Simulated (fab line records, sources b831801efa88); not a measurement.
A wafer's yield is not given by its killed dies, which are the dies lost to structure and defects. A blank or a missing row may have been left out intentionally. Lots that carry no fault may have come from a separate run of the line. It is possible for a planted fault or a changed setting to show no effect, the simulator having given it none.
fab line records ; flow sky130
[record] lots = 5; wafers = 15; last_day = 49
route steps=708 shown VIA2@510 PAD_OPEN@708
lots that met no fault: taken from a fault-free run of the same line
start_h: start of the lot's first displayed wafer, in hours after the record's first day ; wait_h: how many hours have passed since the lot's step before this one ; " same as the row above ; L1.1+2: a single row standing in for several wafers ; - no value, or no start was given ; * or withheld: withheld ; < > ~ a bound
route shown NAME@n: a module of which the file shows steps, and the number in the route of the first ; usual: mean/standard deviation taken from wafers without a fault ; same: alike in all rows ; chamber/n: place in a boat ; sites: each site's reading ; _std_site: the values' standard deviation ; _edge_site: outer sites' mean less inner sites' ; radius_mm: how far each site lies from the wafer's centre ; mask NAME#n: copy n ; behind: the last tool/chamber to shape the wafer ; hold: what put the lot on hold/how long, in hours/how the hold closed ; device: the n, p or np transistor that did not switch ; end of line: the same wafers' tests at the end of the route ; for a step that has no rows: nothing shown but its recipe ; killed: dies lost to structure and defects at the first sort, not the wafer's yield ; map: per-die view of a wafer (x killed, . not killed, _ where there is no die)
set.NAME: the setting as run; set.NAME@STEP: as run at that earlier step ; model.NAME: the simulator's own value behind a step, which no gauge read
lots at some steps of the route; a table a step, a row a wafer
services: from which hour (start_h, from the record's first day; less than 0 if before it) a tool's chamber was out of use, for how many hours, and why
[[steps]]
[step SKY_VIA2_BOW_MEAS_03]
[recipe] mode = bow
[usual] VIA2_BOW = 85/7.2
lot.wafer;tool;chamber;start_h;wait_h;VIA2_BOW[um]
L801.1;film_metro-02;-;855.01;0.1;86
L801.4;film_metro-02;-;855.01;0.1;84
L801.6;film_metro-02;-;855.01;0.1;85
L803.2;film_metro-04;-;857.19;0.3;96
L803.3;film_metro-04;-;857.19;0.3;92
L803.4;film_metro-04;-;857.19;0.3;91
L811.2;film_metro-02;-;912.95;0.3;82
L811.3;film_metro-02;-;912.95;0.3;71
L811.5;film_metro-02;-;912.95;0.3;76
L813.2;film_metro-03;-;929.08;0.2;92
L813.5;film_metro-03;-;929.08;0.2;85
L813.6;film_metro-03;-;929.08;0.2;91
L818.1;film_metro-04;-;962.28;0.1;86
L818.2;film_metro-04;-;962.28;0.1;93
L818.6;film_metro-04;-;962.28;0.1;97
[step SKY_VIA2_DEHYDRATE_04]
[recipe] temp_c = 200; time_s = 60
[step SKY_VIA2_HMDS_05]
[recipe] prime_time_s = 60; prime_temp_c = 120
[step SKY_VIA2_COAT_06]
[recipe] resist = BARC; temp_c = withheld; time_s = withheld; spin_rpm = 3000; resist_thk_nm = 60
[step SKY_VIA2_COAT_07]
[recipe] resist = KrF-thick; spin_rpm = 3000; resist_thk_nm = 450
[step SKY_VIA2_SOFTBAKE_08]
[recipe] temp_c = 100; time_s = 90; resist = KrF-thick
[step SKY_VIA2_EXPOSE_09]
[recipe] mask_id = VIM2; na = 0.8; source_shape = annular; sigma_inner = 0.55; sigma_outer = 0.85; target_cd_nm = 200; dose_mj = 38
[step SKY_VIA2_PEB_10]
[recipe] peb_temp_c = withheld; peb_time_s = withheld; resist = KrF-thick
[step SKY_VIA2_DEVELOP_11]
[recipe] develop_time_s = 60; resist = KrF-thick; dev_temp_c = 21
[step SKY_VIA2_CD_MEAS_12]
[recipe] target_cd_nm = 200
[usual] cd_nm = 199.9/1.5
lot.wafer;tool;chamber;start_h;wait_h;cd_nm
L801.1;cd_sem-01;-;880.86;-;199.6
L801.4;cd_sem-01;-;880.86;-;198.6
L801.6;cd_sem-01;-;880.86;-;199.7
L803.2;cd_sem-02;-;883.37;-;197.7
L803.3;cd_sem-02;-;883.37;-;199.6
L803.4;cd_sem-02;-;883.37;-;198.3
L811.2;cd_sem-02;-;938.30;-;197.4
L811.3;cd_sem-02;-;938.30;-;198.2
L811.5;cd_sem-02;-;938.30;-;197.5
L813.2;cd_sem-02;-;954.23;-;202.0
L813.5;cd_sem-02;-;954.23;-;201.6
L813.6;cd_sem-02;-;954.23;-;202.3
L818.1;cd_sem-02;-;986.56;-;199.4
L818.2;cd_sem-02;-;986.56;-;201.1
L818.6;cd_sem-02;-;986.56;-;199.2
[step SKY_VIA2_OVL_MEAS_13]
[usual] VIA2_OVL = -1/5.2
lot.wafer;tool;chamber;start_h;wait_h;VIA2_OVL[nm]
L801.1;overlay-01;-;880.98;0.1;0
L801.4;overlay-01;-;880.98;0.1;-1
L801.6;overlay-01;-;880.98;0.1;-2
L803.2;overlay-01;-;883.48;0.1;-2
L803.3;overlay-01;-;883.48;0.1;-2
L803.4;overlay-01;-;883.48;0.1;-1
L811.2;overlay-02;-;938.41;0.1;2
L811.3;overlay-02;-;938.41;0.1;9
L811.5;overlay-02;-;938.41;0.1;7
L813.2;overlay-01;-;954.33;0.1;1
L813.5;overlay-01;-;954.33;0.1;-8
L813.6;overlay-01;-;954.33;0.1;-2
L818.1;overlay-02;-;986.68;0.1;3
L818.2;overlay-02;-;986.68;0.1;0
L818.6;overlay-02;-;986.68;0.1;-1
[step SKY_VIA2_ETCH_14]
[recipe] chemistry = N2/H2; target = BARC; ion_energy_ev = 200; source_w = 500; bias_w = 100; pressure_mtorr = 30; n2_flow_sccm = 100; h2_flow_sccm = 200; stop_on = SiO2; time_s = 45.9; target_depth_a = 600
[usual] bias_w = 99.98/0.3; drypump_motor_current_A = 5.55/0.26; oes_product_au = 0.855/0.0046; throttle_valve_pct = 13.226/0.0091
lot.wafer;tool;chamber;start_h;wait_h;bias_w;drypump_motor_current_A;oes_product_au;rf_hours_counter_h;throttle_valve_pct
L801.1;rie_diel-04;1;881.01;0.0;99.51;5.18;0.850;27;13.236
L801.4;rie_diel-04;0;881.01;0.0;99.81;5.30;0.858;19;13.233
L801.6;rie_diel-04;3;881.01;0.0;99.82;5.45;0.857;-;13.217
L803.2;rie_diel-04;0;883.51;0.0;100.32;5.31;0.858;19;13.226
L803.3;rie_diel-04;3;883.51;0.0;99.83;5.42;0.856;15;13.232
L803.4;rie_diel-04;2;883.51;0.0;100.00;5.77;0.850;9;13.220
L811.2;rie_diel-01;2;938.44;0.0;99.71;6.24;0.851;18;13.236
L811.3;rie_diel-01;3;938.44;0.0;100.40;5.40;0.865;6;13.227
L811.5;rie_diel-01;3;938.44;0.0;100.26;5.39;0.854;-;13.215
L813.2;rie_diel-04;0;954.36;0.0;100.02;5.33;0.852;22;13.228
L813.5;rie_diel-04;0;954.36;0.0;100.12;5.33;0.855;-;13.211
L813.6;rie_diel-04;1;954.36;0.0;99.91;5.20;0.851;-;13.219
L818.1;rie_diel-04;2;986.72;0.0;99.39;5.80;0.858;12;13.218
L818.2;rie_diel-04;0;986.72;0.0;99.82;5.30;0.856;23;13.215
L818.6;rie_diel-04;1;986.72;0.0;100.31;5.18;0.859;-;13.235
[step SKY_VIA2_ETCH_15]
[recipe] target = SiO2; chemistry = C4F8/O2/Ar; target_depth_nm = 546; stop_on = TiN; mask_material = KrF-thick; source_w = 1500; bias_w = 1200; pressure_mtorr = 40; c4f8_flow_sccm = withheld; O2_flow_sccm = 6; Ar_flow_sccm = 300; time_s = 84
[usual] bias_w = 1200/3.4; oes_product_au = 0.941/0.0046
lot.wafer;tool;chamber;start_h;wait_h;bias_w;oes_product_au;rf_hours_counter_h;model.etch.depth_nm;model.VIA2.feature_depth_nm;model.KrF-thick_of_VIA2_COAT_07.thk_nm
L801.1;rie_diel-04;1;881.05;0.0;1198;0.944;27;496.9;496.9;285.6
L801.4;rie_diel-04;0;881.05;0.0;1200;0.933;19;494.8;494.8;287.1
L801.6;rie_diel-04;3;881.05;0.0;1191;0.943;-;493.2;493.2;284.1
L803.2;rie_diel-04;0;883.55;0.0;1199;0.940;19;492.4;492.4;287.7
L803.3;rie_diel-04;3;883.55;0.0;1205;0.934;15;494.1;494.1;282.1
L803.4;rie_diel-04;2;883.55;0.0;1195;0.940;9;494.9;494.9;287.7
L811.2;rie_diel-01;2;938.48;0.0;1202;0.939;18;493.9;493.9;281.8
L811.3;rie_diel-01;3;938.48;0.0;1201;0.942;6;494;494;285.8
L811.5;rie_diel-01;3;938.48;0.0;1205;0.938;-;495.1;495.1;284.2
L813.2;rie_diel-04;0;954.41;0.0;1199;0.945;22;497.7;497.7;287.9
L813.5;rie_diel-04;0;954.41;0.0;1200;0.951;-;499.3;499.3;286.3
L813.6;rie_diel-04;1;954.41;0.0;1201;0.944;-;497.9;497.9;281.8
L818.1;rie_diel-04;2;986.76;0.0;1203;0.944;12;496.2;496.2;287.4
L818.2;rie_diel-04;0;986.76;0.0;1204;0.936;23;494.9;494.9;287.6
L818.6;rie_diel-04;1;986.76;0.0;1198;0.764;-;336.4;336.4;324.7
[step SKY_VIA2_STRIP_16]
[recipe] chemistry = O2/N2; power_w = 1400; pressure_mtorr = 1500; platen_temp_c = withheld; o2_flow_sccm = 3000; n2_flow_sccm = 300; overash_fraction = 0.5
[usual] drypump_motor_current_A = 5.9/0.38; oes_product_au = 0.399/0.0047; strip_time_to_endpoint_s = 4.06/0.031
lot.wafer;tool;chamber;start_h;wait_h;drypump_motor_current_A;oes_product_au;rf_hours_counter_h;strip_time_to_endpoint_s
L801.1;plasma_asher-02;0;881.12;0.0;5.7;0.394;47;4.07
L801.4;plasma_asher-02;1;881.12;0.0;6.1;0.401;-;4.08
L801.6;plasma_asher-02;0;881.12;0.0;5.7;0.391;-;4.05
L803.2;plasma_asher-02;0;883.61;0.0;5.7;0.396;47;4.10
L803.3;plasma_asher-02;1;883.61;0.0;6.1;0.394;-;4.03
L803.4;plasma_asher-02;0;883.61;0.0;5.7;0.392;-;4.09
L811.2;plasma_asher-03;1;938.54;0.0;6.5;0.403;110;4.04
L811.3;plasma_asher-03;1;938.54;0.0;6.5;0.392;-;4.08
L811.5;plasma_asher-03;0;938.54;0.0;6.2;0.397;-;4.05
L813.2;plasma_asher-02;0;954.47;0.0;5.7;0.401;56;4.10
L813.5;plasma_asher-02;1;954.47;0.0;6.1;0.401;-;4.07
L813.6;plasma_asher-02;0;954.47;0.0;5.7;0.396;-;4.04
L818.1;plasma_asher-01;0;986.82;0.0;5.2;0.399;89;4.08
L818.2;plasma_asher-01;1;986.82;0.0;5.7;0.395;89;4.10
L818.6;plasma_asher-01;0;986.82;0.0;5.2;0.419;-;4.48
[step SKY_VIA2_STRIP_17]
[recipe] chemistry = post_etch_residue_remover; time_s = 1200; temp_c = 72.5
[step SKY_PAD_OPEN_PROBE_99]
[usual] defect_limited_yield = 82.4/2; killed_at_M0_to_M3 = 43/6.7; killed_at_M4_up = 3.2/2.1; killed_at_contacts = 25/5.9; killed_at_front_end = 16/4.7; killed_at_other = 0.3/0.54; killed_dies = 87/9.8; killed_on_rim = 17/3.7; killed_open = 47/6.7; killed_short = 40/6.5; sort_bin_3_pad_short = 0.9/0.45; sort_bin_5_function = 10.5/1.5; sort_bin_6_memory = 6.2/1.2; sort_n_pass = 405/9.8; sort_yield_pct = 82.4/2
[same] gross_dies = 492; killed_at_back_side = 0; sort_bin_4_leakage[%] = 0; sort_bin_8_speed[%] = 0
lot.wafer;tool;chamber;start_h;wait_h;hold;defect_limited_yield[%];killed_at_M0_to_M3;killed_at_M4_up;killed_at_contacts;killed_at_front_end;killed_at_other;killed_dies;killed_on_rim;killed_open;killed_short;sort_bin_3_pad_short[%];sort_bin_5_function[%];sort_bin_6_memory[%];sort_n_pass;sort_yield_pct[%]
L801.1;prober-01;-;1106.25;0.1;-;79.5;57;2;19;23;0;101;20;53;48;0.8;11.2;8.5;391;79.5
L801.4;prober-01;-;1106.40;0.2;-;81.3;38;2;25;26;1;92;18;41;51;2.2;10.6;5.9;400;81.3
L801.6;prober-01;-;1106.50;0.2;-;82.1;40;6;23;19;0;88;23;44;44;1.2;7.7;8.9;404;82.1
L803.2;prober-02;-;1108.60;0.1;-;83.3;37;1;31;13;0;82;20;47;35;1.0;11.4;4.3;410;83.3
L803.3;prober-02;-;1108.65;0.2;-;80.7;41;4;35;15;0;95;15;47;48;1.2;12.4;5.7;397;80.7
L803.4;prober-02;-;1108.70;0.2;-;81.3;40;4;31;16;1;92;16;46;46;0.8;11.0;6.9;400;81.3
L811.2;prober-02;-;1150.74;0.1;-;82.5;44;2;24;16;0;86;18;49;36;1.0;10.0;6.5;406;82.5
L811.3;prober-02;-;1150.80;0.2;-;82.7;43;5;25;11;1;85;19;51;34;0.8;12.2;4.3;407;82.7
L811.5;prober-02;-;1150.89;0.2;-;80.3;43;2;28;23;1;97;25;50;47;0.8;12.6;6.3;395;80.3
L818.1;prober-01;-;1184.74;0.1;await_dispo/1.2h/release;81.3;36;7;35;14;0;92;21;51;41;1.8;11.2;5.7;400;81.3
L818.2;prober-01;-;1184.79;0.1;await_dispo/1.2h/release;82.5;44;0;26;16;0;86;20;51;35;0.8;8.5;8.1;406;82.5
L818.6;prober-01;-;1184.99;0.2;await_dispo/1.2h/release;0;432;5;34;21;0;492;96;63;43;1.2;91.5;7.3;0;0
// killed by level:class
L801.1 VIA1:geometric_particle:open=18 METAL2:geometric_particle:short=10 FIELD_ISO:geometric_particle:open=9 VIA1:geometric_particle:short=6 LOCAL_INTERCONNECT:geometric_particle:short=5 FIELD_ISO:geometric_particle:short=4 LI_CONTACT:geometric_particle:open=4 CONTACT:geometric_particle:short=4
L801.4 VIA1:geometric_particle:open=9 VIA1:geometric_particle:short=9 POLY_GATE:geometric_particle:open=7 SPACER:geometric_particle:short=7 LI_CONTACT:geometric_particle:short=6 CONTACT:geometric_particle:open=6 FIELD_ISO:geometric_particle:short=5 CONTACT:geometric_particle:short=5
L801.6 LI_CONTACT:geometric_particle:open=9 VIA1:geometric_particle:open=8 FIELD_ISO:geometric_particle:short=7 VIA2:geometric_particle:open=6 VIA1:geometric_particle:short=6 FIELD_ISO:geometric_particle:open=5 CONTACT:geometric_particle:open=5 METAL1:geometric_particle:short=5
L803.2 CONTACT:geometric_particle:open=10 LI_CONTACT:geometric_particle:open=8 VIA1:geometric_particle:open=8 METAL1:geometric_particle:short=7 CONTACT:geometric_particle:short=6 VIA2:geometric_particle:open=5 POLY_GATE:geometric_particle:open=4 LI_CONTACT:geometric_particle:short=4
L803.3 VIA1:geometric_particle:open=11 LI_CONTACT:geometric_particle:open=10 LI_CONTACT:geometric_particle:short=7 LOCAL_INTERCONNECT:geometric_particle:short=7 VIA2:geometric_particle:open=7 FIELD_ISO:geometric_particle:short=5 CONTACT:geometric_particle:short=5 METAL2:geometric_particle:short=5
L803.4 CONTACT:geometric_particle:open=14 METAL1:geometric_particle:short=10 VIA1:geometric_particle:open=7 LOCAL_INTERCONNECT:geometric_particle:short=6 POLY_GATE:geometric_particle:short=5 LI_CONTACT:geometric_particle:open=5 VIA3:geometric_particle:open=5 VIA2:geometric_particle:short=5
L811.2 VIA1:geometric_particle:open=19 LI_CONTACT:geometric_particle:open=8 CONTACT:geometric_particle:open=7 METAL2:geometric_particle:short=6 VIA2:geometric_particle:open=5 FIELD_ISO:geometric_particle:open=4 POLY_GATE:geometric_particle:short=4 LOCAL_INTERCONNECT:geometric_particle:short=4
L811.3 CONTACT:geometric_particle:open=13 VIA1:geometric_particle:open=9 LI_CONTACT:geometric_particle:open=6 METAL1:geometric_particle:short=6 VIA2:geometric_particle:open=6 VIA3:geometric_particle:open=5 FIELD_ISO:geometric_particle:open=4 POLY_GATE:geometric_particle:short=4
L811.5 CONTACT:geometric_particle:open=12 FIELD_ISO:geometric_particle:open=7 VIA1:geometric_particle:open=7 FIELD_ISO:geometric_particle:short=6 VIA3:geometric_particle:open=6 POLY_GATE:geometric_particle:short=6 LI_CONTACT:geometric_particle:open=6 LOCAL_INTERCONNECT:geometric_particle:short=5
L818.1 CONTACT:geometric_particle:open=10 LI_CONTACT:geometric_particle:open=9 LOCAL_INTERCONNECT:geometric_particle:short=9 VIA1:geometric_particle:open=8 VIA2:geometric_particle:open=7 METAL4:geometric_particle:short=7 FIELD_ISO:geometric_particle:short=5 VIA3:geometric_particle:open=5
L818.2 LI_CONTACT:geometric_particle:open=13 VIA3:geometric_particle:open=9 VIA1:geometric_particle:open=8 VIA2:geometric_particle:open=7 FIELD_ISO:geometric_particle:short=6 VIA1:geometric_particle:short=6 CONTACT:geometric_particle:open=6 FIELD_ISO:geometric_particle:open=5
L818.6 VIA2:area_etch=386 VIA2:geometric_particle:open=13 LI_CONTACT:geometric_particle:open=11 CONTACT:geometric_particle:open=11 POLY_GATE:geometric_particle:short=9 CONTACT:geometric_particle:short=9 VIA3:geometric_particle:open=6 METAL1:geometric_particle:open=5
// map L818.6 (x killed, . not)
__________xxxxxxxxxx_________
________xxxxxxxxxxxxxx_______
______xxxxxxxxxxxxxxxxxx_____
_____xxxxxxxxxxxxxxxxxxxx____
____xxxxxxxxxxxxxxxxxxxxxx___
___xxxxxxxxxxxxxxxxxxxxxxxx__
__xxxxxxxxxxxxxxxxxxxxxxxxxx_
_xxxxxxxxxxxxxxxxxxxxxxxxxxxx
_xxxxxxxxxxxxxxxxxxxxxxxxxxxx
_xxxxxxxxxxxxxxxxxxxxxxxxxxxx
_xxxxxxxxxxxxxxxxxxxxxxxxxxxx
_xxxxxxxxxxxxxxxxxxxxxxxxxxxx
_xxxxxxxxxxxxxxxxxxxxxxxxxxxx
_xxxxxxxxxxxxxxxxxxxxxxxxxxxx
_xxxxxxxxxxxxxxxxxxxxxxxxxxxx
__xxxxxxxxxxxxxxxxxxxxxxxxxx_
___xxxxxxxxxxxxxxxxxxxxxxxx__
____xxxxxxxxxxxxxxxxxxxxxx___
_____xxxxxxxxxxxxxxxxxxxx____
______xxxxxxxxxxxxxxxxxx_____
________xxxxxxxxxxxxxx_______
__________xxxxxxxxxx_________
// map L803.3 (x killed, . not)
__________x....x...._________
________..x..x..xx...._______
______...........x......_____
_____...x...........x....____
____..x...x....x.x...xx...___
___....x.......x....xx..xx.__
__.......xx......x..x......._
_.x.....................x....
_....x.x....x.........xx..x..
_...x.x.xx...x.x...........x.
_..x..x.x.x.x..x........x....
_xx..x...............xx.....x
_x..x.x..............x...x...
_......xxx...................
_x........x...x......xx.x..x.
__.x...xx...xxx.x.....xx...._
___.........xx..x..........__
____...xx....x........xxx.___
_____..x........x.......x____
______...x....x.....x..x_____
________x....x........_______
__________.........._________
[[services]]
tool;chamber;start_h;hours;kind
rie_diel-01;2;862.75;21.8;repair
plasma_asher-01;-;863.89;4.3;repair
rie_diel-01;3;881.58;6.9;repair
plasma_asher-01;-;893.67;1.4;repair
plasma_asher-03;-;895.55;28.1;pm
rie_diel-04;1;909.49;-;clean
rie_diel-04;1;909.49;12.5;scheduled_down
rie_diel-04;1;909.49;12.5;vent_cycle
rie_diel-04;-;928.19;14.6;pm
rie_diel-01;-;932.83;2.8;pm
rie_diel-04;2;964.68;4.3;repair
plasma_asher-03;-;979.28;14.6;pm
plasma_asher-01;-;984.94;1.7;repair
[[key]]
[first_sign] step = SKY_VIA2_ETCH_15; reading = oes_product_au; direction = down; sigmas = 38; usual = 0.941; struck = 0.764
[effect] step = SKY_VIA2_STRIP_16; reading = strip_time_to_endpoint_s; direction = up; sigmas = 13; usual = *; struck = *
[effect] step = SKY_PAD_OPEN_PROBE_99; reading = killed_at_M0_to_M3; direction = up; sigmas = 58; usual = 43; struck = 432
[model_effect] step = SKY_VIA2_ETCH_15; value = etch.depth_nm; without = 497.6; struck = 336.4
[more_kills_born_at] SKY_VIA2_ETCH_15@rie_diel-04 = 386
met_at SKY_VIA2_ETCH_15
struck_wafers L818.6
later_rows_left_out L818.6
onset_between 954.41 986.76
[fault] kind = process_parameter_drift; tool = rie_diel-04; chamber = 1; onset_h = 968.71; steps = SKY_VIA2_ETCH_15; channel = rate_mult; offset = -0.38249; shape = step; end_h = 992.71
// later_rows_left_out: the simulator's readings of these wafers behind a module that went badly wrong aren't trusted and aren't shown, but for the sort
